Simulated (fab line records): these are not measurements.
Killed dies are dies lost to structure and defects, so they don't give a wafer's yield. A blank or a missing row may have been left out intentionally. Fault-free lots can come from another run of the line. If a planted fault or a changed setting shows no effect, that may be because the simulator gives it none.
Which tool was responsible?	flow gf180mcu	7 lots, 20 wafers sampled, at 2 steps of a route of 602

== WHAT THE GAUGES READ, wafer by wafer ==
GF_NSD_OVL_MEAS_08.
lot	measured	on	NSD_OVL (nm)
L998	day 14 07:35	overlay-01	1.4 1.0 1.6
L100	day 15 00:41	overlay-01	2.4 0.3 1.9
L102	day 15 19:37	overlay-01	-2.6 -1.3 0.0
L105	day 16 19:58	overlay-02	2.3 3.3
L112	day 19 04:52	overlay-02	-1.3 -2.9 -0.4
L115	day 20 17:09	overlay-01	-1.2 1.0 1.6
L117	day 21 02:02	overlay-01	-1.2 -1.1 -0.7

== WHAT TOOL EACH LOT RAN ON (gives the tool, then ch and the chambers of the sampled wafers, and finally the start) ==
lot	GF_VT_IMPLANT_RTA_45
L998	rtp-anneal-02 ch 0, day 8 10:03
L100	rtp-anneal-02 ch 0, day 9 00:50
L102	rtp-anneal-01 ch 0, day 9 15:16
L105	rtp-anneal-01 ch 0, day 10 07:46
L112	rtp-anneal-02 ch 0, day 12 07:53
L115	rtp-anneal-01 ch 0, day 13 11:32
L117	rtp-anneal-01 ch 0, day 13 23:10
- GF_VT_IMPLANT_RTA_45: time 30 s.

== THE ANSWER, worked out from the rows above alone ==
Rule: the usual values come from the lots themselves. Put in order of their means at a reading, lots are off if they are a third of the lots or fewer, leave a main group of 4 or more, and stand apart from it by a gap of 3 or more times the standard deviation of the main group's means; of several such gaps the widest counts. The tables above print the reading to a certain number of digits; a main group whose means all agree to those digits is not used. A lot without any number at a reading at which 4 lots or more have one is off too. The other lots that the step has rows for count as sound.
No lot is off on any of the readings shown, so nothing can be concluded from this.

== WHAT THE SIMULATOR HAD PUT IN ==
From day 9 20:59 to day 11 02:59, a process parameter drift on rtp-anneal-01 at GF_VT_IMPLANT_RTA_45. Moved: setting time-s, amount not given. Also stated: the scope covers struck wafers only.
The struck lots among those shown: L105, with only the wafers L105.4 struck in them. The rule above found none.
